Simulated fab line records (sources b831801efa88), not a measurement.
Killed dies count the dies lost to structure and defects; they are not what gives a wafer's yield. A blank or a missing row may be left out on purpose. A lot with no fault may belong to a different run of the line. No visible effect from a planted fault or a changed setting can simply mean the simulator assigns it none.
Comparing a struck lot with a sound one	flow sfq line	26 steps out of a route of 325
Sound: the wafers L132.3, L132.4, L132.6. Struck: wafer L146.3 (L146.2, L146.4, from the same lot, were not struck and are left out); the cause is given at the end.
For every step that has rows: the tool of each side, followed by ch and its chambers, followed by its first start. Under that, the readings that differ: sound wafers	struck wafers	difference of the means	sigmas: that difference in standard deviations of wafers without a fault.
alike: same words and numbers on both sides, and readings whose means sit less than 2 such deviations apart. not compared: any withheld reading, any reading some wafer has no value for, any bound like >300 that may hide the same value, and any number with overlapping values for which the record gives no deviation.
The two part at a step that has a row with sigmas, a row that says differs or no value, or rows on one side only. Numbers that have no deviation but don't overlap get no sigmas and don't part them. A reading missing from all wafers of one side parts the sides only when that side holds two or more wafers.

SFQ_L0_RS_MEAS_901: measurement is done with a four-point probe.
  sound on film metro-02, day 2 08:36; struck on film metro-04, day 5 06:35
  alike: L0_MONX_KI_RS
SFQ_L0_THK_MEAS_902: measures by xrf.
  sound on film metro-02, day 2 08:42; struck on film metro-04, day 5 06:41
  alike: L0_MONX_KI_THK
then, 7 steps without rows for these wafers: SFQ_TRILAYER_L0_LITHO_COAT_010 (resist thk 62 nm); SFQ_TRILAYER_L0_LITHO_COAT_005 (resist thk 600 nm); SFQ_TRILAYER_L0_LITHO_SOFTBAKE_009; SFQ_TRILAYER_L0_LITHO_EXPOSE_006 (exposes mask L0, target cd 2000 nm); SFQ_TRILAYER_L0_LITHO_PEB_008 (peb time 60 s); SFQ_TRILAYER_L0_LITHO_DEVELOP_007 (time 60 s); SFQ_TRILAYER_L0_BARC_OPEN_METAL_ETCH_010 (etches BARC in O2, target depth 125 nm, time 41.7 s).
-- the record jumps here: 4 days lie between the struck wafers' starts before and after --
SFQ_TRILAYER_L0_ETCH_METAL_ETCH_008: etches MoNx KI in SF6/O2, stops on SiO2, target depth 50 nm, time 25 s.
  sound on rie metal-03 ch 0,1, day 5 05:54; struck on rie metal-03 ch 0, day 8 21:09
  alike: drypump motor current A, oes product au
  not compared: rf hours counter h
SFQ_TRILAYER_L0_STRIP_STRIP_009: strips in O2.
  sound on rie metal-03 ch 0,1, day 5 06:08; struck on rie metal-03 ch 0, day 8 21:12
  alike: drypump motor current A, oes product au
  not compared: rf hours counter h
then, 1 step without rows for these wafers: SFQ_TRILAYER_L0_STRIP_SOLV_CLEAN_010 (cleans in NMP, time 600 s).
SFQ_TRILAYER_L0_CAP_PECVD_011: deposits SiO2 from SiH4/N2O, time 13.333 s, target thk 60 nm.
  sound on pecvd-04 ch 1,2, day 5 06:43; struck on pecvd-02 ch 2, day 8 21:58
reading	sound	struck	difference	sigmas
heater power w (W)	118 114 106	77	-36	-2
model.SiO2_of_TRILAYER_L0_CAP_PECVD_011.thk nm (nm)	60.43 61.24 60.47	62.45	+1.74	
  alike: throttle valve pct
then, 6 steps without rows for these wafers: SFQ_TRILAYER_L0_VIA_LITHO_COAT_018 (resist thk 62 nm); SFQ_TRILAYER_L0_VIA_LITHO_COAT_013 (resist thk 650 nm); SFQ_TRILAYER_L0_VIA_LITHO_SOFTBAKE_017; SFQ_TRILAYER_L0_VIA_LITHO_EXPOSE_014 (exposes mask L0V, target cd 700 nm); SFQ_TRILAYER_L0_VIA_LITHO_PEB_016 (peb time 60 s); SFQ_TRILAYER_L0_VIA_LITHO_DEVELOP_015 (time 60 s).
-- the record jumps here: 4 days lie between the struck wafers' starts before and after --
SFQ_L0V_OVL_MEAS_903:
  sound on overlay-01, day 8 19:55; struck on overlay-02, day 13 01:49
  alike: L0V_OVL
SFQ_TRILAYER_L0_VIA_BARC_OPEN_VIA_ETCH_021: etches BARC in O2, target depth 125 nm, time 41.7 s.
  sound on rie diel-01 ch 0,2,3, day 8 19:56; struck on rie diel-01 ch 3, day 13 01:51
  alike: drypump motor current A, oes product au
  not compared: rf hours counter h
SFQ_TRILAYER_L0_VIA_ETCH_VIA_ETCH_016: etches SiO2 in CHF3, stops on MoNx KI, target depth 80 nm.
  sound on rie diel-01 ch 0,2,3, day 8 19:58; struck on rie diel-01 ch 3, day 13 01:53
reading	sound	struck	difference	sigmas
model.etch.depth nm (nm)	60.43 61.24 60.47	62.45	+1.74	
model.L0V.feature depth nm (nm)	60.43 61.24 60.47	62.45	+1.74	
  alike: drypump motor current A, oes product au
SFQ_TRILAYER_L0_VIA_STRIP_STRIP_017: strips in O2.
  sound on rie metal-01 ch 0,1, day 8 20:13; struck on rie metal-02 ch 1, day 13 01:56
  alike: drypump motor current A, oes product au
  not compared: rf hours counter h
then, 1 step without rows for these wafers: SFQ_TRILAYER_L0_VIA_STRIP_SOLV_CLEAN_018 (cleans in NMP, time 600 s).
SFQ_TRILAYER_M0_DEP_PRE_CLEAN_020: time 15 s.
  sound on pvd sputter-06, day 8 20:47; struck on pvd sputter-05, day 13 02:43
reading	sound	struck	difference	sigmas
model.SiO2_of_TRILAYER_L0_CAP_PECVD_011.thk nm (nm)	55.43 56.24 55.47	57.45	+1.74	
SFQ_TRILAYER_M0_DEP_SPUTTER_019: material Nb, target thk 200 nm, time 133.3 s.
  sound on pvd sputter-06, day 8 20:49; struck on pvd sputter-05, day 13 02:44
  alike: throttle valve pct

WHERE THEY PART
At SFQ_TRILAYER_L0_CAP_PECVD_011 and nowhere else, as far as this record goes. Later steps at which nothing parts them and some readings are alike: SFQ_L0V_OVL_MEAS_903, SFQ_TRILAYER_L0_VIA_BARC_OPEN_VIA_ETCH_021, SFQ_TRILAYER_L0_VIA_ETCH_VIA_ETCH_016, SFQ_TRILAYER_L0_VIA_STRIP_STRIP_017, SFQ_TRILAYER_M0_DEP_SPUTTER_019.

WHY: what the simulator had put in
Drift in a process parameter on pecvd-02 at SFQ_TRILAYER_L0_CAP_PECVD_011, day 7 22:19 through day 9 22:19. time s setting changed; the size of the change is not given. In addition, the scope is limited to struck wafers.
